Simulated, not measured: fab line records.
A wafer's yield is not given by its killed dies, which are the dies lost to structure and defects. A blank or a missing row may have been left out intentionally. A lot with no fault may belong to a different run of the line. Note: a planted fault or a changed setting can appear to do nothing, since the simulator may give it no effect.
Which tool was responsible?    flow sky130    11 lots, 33 wafers sampled, at 5 steps of a route of 708

WHAT THE GAUGES SHOWED, per wafer
SKY_VIA1_RS_MEAS_22: measures by four-point-probe. Usual: VIA1_W_RS gives 0.425 ohm/sq (standard deviation 0.005).
lot   measured      on            VIA1_W_RS (ohm/sq)  flag
L378  day 34 05:16  filmMetro-04  0.426 0.426 0.429   
L380  day 34 18:28  filmMetro-02  0.439 0.430 0.437   
L381  day 34 23:52  filmMetro-02  0.427 0.430 0.423   
L382  day 35 12:40  filmMetro-03  0.416 0.428 0.417   
L384  day 36 02:13  filmMetro-02  0.419 0.416 0.416   
L389  day 37 14:41  filmMetro-04  0.426 0.424 0.431   
L388  day 37 15:17  filmMetro-03  0.420 0.421 0.418   
L394  day 39 10:29  filmMetro-04  0.444 0.418 0.417   
L397  day 40 04:46  filmMetro-03  0.441 0.420 0.417   
L398  day 40 17:09  filmMetro-04  0.429 0.429 0.430   
L399  day 40 20:04  filmMetro-04  0.428 0.427 0.427   

SKY_VIA1_THK_MEAS_23: measures by xrf. Usual: VIA1_W_THK gives 275 nm (standard deviation 4.1).
lot   measured      on            VIA1_W_THK (nm)  flag
L378  day 34 05:22  filmMetro-04  276 278 273      
L380  day 34 18:33  filmMetro-02  264 269 264      
L381  day 34 23:59  filmMetro-02  271 269 274      
L382  day 35 12:47  filmMetro-03  279 272 277      
L384  day 36 02:19  filmMetro-02  278 276 277      
L389  day 37 14:47  filmMetro-04  277 278 273      
L388  day 37 15:25  filmMetro-03  274 274 277      
L394  day 39 10:35  filmMetro-04  262 279 280      
L397  day 40 04:52  filmMetro-03  261 276 276      
L398  day 40 17:15  filmMetro-04  274 275 274      
L399  day 40 20:10  filmMetro-04  277 276 277      

WHICH TOOL RAN EACH LOT (tool, then ch and the chambers of the sampled wafers, then the start)
lot   SKY_METAL1_STRIP_20                  SKY_VIA1_ETCH_15                   SKY_VIA1_CVD_21
L378  plasmaAsher-01 ch 0,1, day 33 00:30  rieDiel-04 ch 0,1, day 34 04:27    cvdW-01 ch 0,1, day 34 05:09
L380  plasmaAsher-03 ch 0,1, day 33 13:20  rieDiel-03 ch 0,2,3, day 34 17:38  cvdW-01 ch 0,1, day 34 18:20
L381  plasmaAsher-03 ch 0,1, day 33 18:57  rieDiel-01 ch 0,1,2, day 34 23:02  cvdW-02 ch 0,1, day 34 23:46
L382  plasmaAsher-01 ch 0,1, day 34 07:24  rieDiel-04 ch 0,3, day 35 11:23    cvdW-01 ch 0,1, day 35 12:34
L384  plasmaAsher-01 ch 1, day 34 21:02    rieDiel-04 ch 1,2,3, day 36 00:50  cvdW-01 ch 0, day 36 02:06
L389  plasmaAsher-04 ch 0,1, day 36 10:53  rieDiel-03 ch 0,3, day 37 13:51    cvdW-02 ch 0,1, day 37 14:35
L388  plasmaAsher-01 ch 0,1, day 36 11:12  rieDiel-01 ch 2,3, day 37 14:29    cvdW-01 ch 0, day 37 15:11
L394  plasmaAsher-01 ch 1, day 38 07:36    rieDiel-04 ch 2,3, day 39 09:34    cvdW-01 ch 0,1, day 39 10:17
L397  plasmaAsher-04 ch 0,1, day 39 01:44  rieDiel-01 ch 1,2,3, day 40 03:55  cvdW-01 ch 0,1, day 40 04:40
L398  plasmaAsher-01 ch 0,1, day 39 14:01  rieDiel-01 ch 0,1,2, day 40 16:17  cvdW-02 ch 0,1, day 40 17:03
L399  plasmaAsher-03 ch 0,1, day 39 16:59  rieDiel-04 ch 1,2, day 40 19:07    cvdW-01 ch 0, day 40 19:55
- SKY_METAL1_STRIP_20: strips in O2/N2.
- SKY_VIA1_ETCH_15: etches SiO2 in C4F8/O2/Ar, stops on TiN, target depth 351 nm, time 54 s.
- SKY_VIA1_CVD_21: deposits W, target thk 270 nm, time 80.902 s.

AS READ BY THE TOOLS THEMSELVES (means over the sampled wafers that have a number; for cases with no such wafer, the mark the record gives instead)
SKY_METAL1_STRIP_20. Usual: drypumpMotorCurrentA 5.9 A, standard deviation 0.49; oesProductAu 0.342 a.u., standard deviation 0.0054; stripTimeToEndpointS 2.69 s, standard deviation 0.044.
lot   tool            drypumpMotorCurrentA (A)  oesProductAu (a.u.)  stripTimeToEndpointS (s)  flag
L378  plasmaAsher-01  6.1                       0.346                2.76                      
L380  plasmaAsher-03  5.4                       0.343                2.67                      
L381  plasmaAsher-03  5.5                       0.344                2.72                      
L382  plasmaAsher-01  6.4                       0.338                2.65                      
L384  plasmaAsher-01  5.8                       0.344                2.68                      
L389  plasmaAsher-04  6.0                       0.341                2.65                      
L388  plasmaAsher-01  6.4                       0.340                2.72                      
L394  plasmaAsher-01  5.8                       0.345                2.70                      
L397  plasmaAsher-04  5.8                       0.337                2.71                      
L398  plasmaAsher-01  6.4                       0.341                2.73                      
L399  plasmaAsher-03  5.4                       0.338                2.64                      

SKY_VIA1_ETCH_15. Usual: oesProductAu 0.982 a.u., standard deviation 0.0051.
lot   tool        oesProductAu (a.u.)  flag
L378  rieDiel-04  0.980                
L380  rieDiel-03  0.983                
L381  rieDiel-01  0.980                
L382  rieDiel-04  0.985                
L384  rieDiel-04  0.984                
L389  rieDiel-03  0.991                
L388  rieDiel-01  0.983                
L394  rieDiel-04  0.986                
L397  rieDiel-01  0.983                
L398  rieDiel-01  0.984                
L399  rieDiel-04  0.986                

SKY_VIA1_CVD_21. Usual: heaterPowerW 770 W, standard deviation 45.
lot   tool     heaterPowerW (W)  flag
L378  cvdW-01  735               
L380  cvdW-01  732               
L381  cvdW-02  791               
L382  cvdW-01  758               
L384  cvdW-01  788               
L389  cvdW-02  803               
L388  cvdW-01  775               
L394  cvdW-01  760               
L397  cvdW-01  769               
L398  cvdW-02  802               
L399  cvdW-01  795               

THE ANSWER, worked out from the rows above alone
Rule: a lot is off if the mean of its wafers that have a number lies more than 3 standard deviations from the usual mean. A lot without any number at a reading at which 4 lots or more have one is off too. Any other lot the step has rows for is counted as sound. First the gauges in route order, then the tools' own readings, where a lot's mean is used as printed above. The first step at which some lot is off is used, and at that step the reading that is off furthest; a lot without a number counts as furthest.
No lot is off at any reading shown: from this, nothing can be told.

WHAT WAS PUT IN BY THE SIMULATOR
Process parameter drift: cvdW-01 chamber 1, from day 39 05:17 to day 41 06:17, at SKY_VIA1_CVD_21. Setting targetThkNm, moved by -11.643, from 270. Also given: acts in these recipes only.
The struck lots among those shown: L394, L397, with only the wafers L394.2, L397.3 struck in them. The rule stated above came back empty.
